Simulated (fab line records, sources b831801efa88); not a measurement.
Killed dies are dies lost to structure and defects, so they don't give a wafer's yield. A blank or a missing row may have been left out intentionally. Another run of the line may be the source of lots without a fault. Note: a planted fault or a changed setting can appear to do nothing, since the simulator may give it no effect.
Which of the tools did it?    flow gf180mcu    11 lots (33 wafers sampled), 1 step of a 602-step route

== WHAT THE GAUGES READ, wafer by wafer ==
GF_V1_CD_MEAS_14: target cd 260 nm.
lot   measured      on         cd nm (nm)
L312  day 17 23:27  cd sem-02  259.5 258.7 258.8
L313  day 18 05:55  cd sem-02  260.5 259.2 258.6
L315  day 19 05:54  cd sem-02  260.5 260.3 260.1
L316  day 19 13:53  cd sem-01  259.2 260.5 259.3
L317  day 19 21:26  cd sem-02  258.7 258.8 258.1
L323  day 22 08:08  cd sem-02  260.3 261.3 262.0
L327  day 23 14:22  cd sem-02  261.0 260.3 261.4
L331  day 24 22:47  cd sem-02  262.5 261.6 262.1
L333  day 25 12:23  cd sem-02  259.9 260.6 259.9
L334  day 25 20:19  cd sem-01  259.3 258.8 259.4
L335  day 26 03:31  cd sem-02  260.5 260.5 260.7

== WHICH TOOL RAN EACH LOT (tool, then ch and the chambers of the sampled wafers, then the start) ==
The record shows no process step preceding these readings.

== THE ANSWER, worked out from the rows above alone ==
Rule: what is usual is taken from the lots themselves. Put in order of their means at a reading, lots are off if they are a third of the lots or fewer, leave a main group of 4 or more, and stand apart from it by a gap of 3 or more times the standard deviation of the main group's means; of several such gaps the widest counts. A main group is skipped when, at the precision printed for the reading in the tables above, its means are all equal. A lot without any number at a reading at which 4 lots or more have one is off too. Where the step has rows for the other lots, those lots are counted as sound.
None of the lots is off at any reading shown; this tells nothing.

== WHAT THE SIMULATOR PUT IN ==
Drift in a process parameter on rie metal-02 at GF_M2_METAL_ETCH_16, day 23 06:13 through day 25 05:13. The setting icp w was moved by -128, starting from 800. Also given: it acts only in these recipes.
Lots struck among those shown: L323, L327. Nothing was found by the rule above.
